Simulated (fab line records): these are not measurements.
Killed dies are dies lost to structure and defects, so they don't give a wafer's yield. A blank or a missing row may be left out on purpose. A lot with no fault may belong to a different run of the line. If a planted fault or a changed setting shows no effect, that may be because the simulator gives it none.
Chamber matching ; flow sky130 ; 4 sister chambers for SKY_VIA1_ETCH_15 on rie-diel-01
The step etches SiO2 in C4F8/O2/Ar, stops on TiN, target depth 351 nm, time 54 s. 16 wafers are shown with their chamber, then 8 later ones without.

WAFERS, EACH WITH ITS CHAMBER
wafer;chamber;oes-product-au (a.u.)
L074.1;3;0.980
L074.4;0;0.980
L074.5;2;0.991
L083.1;3;0.993
L083.2;1;0.986
L083.3;0;0.980
L083.4;2;0.979
L083.5;2;0.979
L083.6;3;0.990
L084.1;3;0.976
L084.3;2;0.983
L084.5;1;0.986
L086.2;1;0.984
L086.3;2;0.990
L086.4;3;0.988
L087.4;1;0.992

SIGNATURES (means of the wafers above)
reading;chamber 0;chamber 1;chamber 2;chamber 3;scatter within a chamber
oes-product-au;0.98000;0.98700;0.98440;0.98540;0.00559
Rule: for a wafer and a chamber, the distance is found by dividing, reading by reading, the gap between the wafer's reading and the chamber's mean by the reading's scatter, squaring, summing and taking the root. If the next closest chamber is less than 2 further off than the closest, the wafer can't be placed; otherwise it belongs to the closest. The scatter is the square root of a quotient: the sum, over the shown wafers, of each reading's squared deviation from its chamber's mean, divided by wafers minus chambers.

WAFERS WITH NO CHAMBER GIVEN
wafer;oes-product-au (a.u.)
L087.5;0.975
L087.6;0.987
L096.1;0.981
L096.2;0.982
L096.3;0.992
L096.4;0.977
L096.5;0.982
L096.6;0.984

CHAMBER TAKEN BY EACH
wafer;from the rows above;in truth
L087.5;can't be placed: 0 or 2 or 3 or 1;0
L087.6;can't be placed: 1 or 3 or 2 or 0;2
L096.1;can't be placed: 0 or 2 or 3 or 1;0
L096.2;can't be placed: 0 or 2 or 3 or 1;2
L096.3;can't be placed: 1 or 3 or 2 or 0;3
L096.4;can't be placed: 0 or 2 or 3 or 1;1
L096.5;can't be placed: 0 or 2 or 3 or 1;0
L096.6;can't be placed: 2 or 3 or 1 or 0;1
Correct placement for 0 of the 8. Can't be placed from these rows: 8 (the true chamber is among the candidates in 8). Number placed wrongly: 0.
